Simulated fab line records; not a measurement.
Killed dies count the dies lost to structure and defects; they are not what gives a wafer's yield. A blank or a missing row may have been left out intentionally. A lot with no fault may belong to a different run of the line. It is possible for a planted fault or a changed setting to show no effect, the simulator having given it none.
Chamber matching :: flow gf180mcu :: GF_V4_CVD_00 on hdpcvd-01 has 3 sister chambers
The step deposits SiO2, target thk 600 nm, time 100 s. 14 wafers are shown with their chamber, then 7 later ones without.

## WAFERS PAIRED WITH THEIR CHAMBERS
wafer: L393.3
chamber: 1
sih4FlowSccm (sccm): 59.94

wafer: L393.5
chamber: 0
sih4FlowSccm (sccm): 60.04

wafer: L393.6
chamber: 2
sih4FlowSccm (sccm): 59.66

wafer: L398.3
chamber: 1
sih4FlowSccm (sccm): 59.91

wafer: L398.4
chamber: 2
sih4FlowSccm (sccm): 60.12

wafer: L398.6
chamber: 0
sih4FlowSccm (sccm): 60.22

wafer: L399.2
chamber: 0
sih4FlowSccm (sccm): 59.85

wafer: L399.3
chamber: 2
sih4FlowSccm (sccm): 60.09

wafer: L399.4
chamber: 2
sih4FlowSccm (sccm): 60.13

wafer: L401.2
chamber: 2
sih4FlowSccm (sccm): 60.10

wafer: L401.5
chamber: 2
sih4FlowSccm (sccm): 60.01

wafer: L401.6
chamber: 1
sih4FlowSccm (sccm): 59.71

wafer: L412.1
chamber: 2
sih4FlowSccm (sccm): 60.14

wafer: L412.3
chamber: 0
sih4FlowSccm (sccm): 59.99

SIGNATURES, as means of the wafers listed above
reading: sih4FlowSccm
chamber 0: 60.0250
chamber 1: 59.8533
chamber 2: 60.0357
scatter within a chamber: 0.159
Rule: for each reading, subtract the chamber's mean from the wafer's reading, divide by that reading's scatter and square the result; add these up over the readings and take the root, which gives the wafer's distance from the chamber. If the next closest chamber is less than 2 further off than the closest, the wafer can't be placed; otherwise it belongs to the closest. How the scatter is found: for the shown wafers, subtract from each reading the mean of its chamber, square and add these, divide the total by (wafers less chambers), then take the root.

## WAFERS MISSING THEIR CHAMBER
wafer: L412.5
sih4FlowSccm (sccm): 60.04

wafer: L413.1
sih4FlowSccm (sccm): 60.04

wafer: L413.2
sih4FlowSccm (sccm): 59.97

wafer: L413.6
sih4FlowSccm (sccm): 60.23

wafer: L415.1
sih4FlowSccm (sccm): 60.08

wafer: L415.2
sih4FlowSccm (sccm): 59.86

wafer: L415.4
sih4FlowSccm (sccm): 60.14

## CHAMBER TAKEN BY EACH
wafer: L412.5
from the rows above: can't be placed: 2 or 0 or 1
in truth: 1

wafer: L413.1
from the rows above: can't be placed: 2 or 0 or 1
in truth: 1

wafer: L413.2
from the rows above: can't be placed: 0 or 2 or 1
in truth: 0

wafer: L413.6
from the rows above: can't be placed: 2 or 0 or 1
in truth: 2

wafer: L415.1
from the rows above: can't be placed: 2 or 0 or 1
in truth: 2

wafer: L415.2
from the rows above: can't be placed: 1 or 0 or 2
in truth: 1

wafer: L415.4
from the rows above: can't be placed: 2 or 0 or 1
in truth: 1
Placed correctly: 0 of 7. Not placeable from these rows: 7 (in 7, the candidates include the true chamber). Wrongly placed: 0.
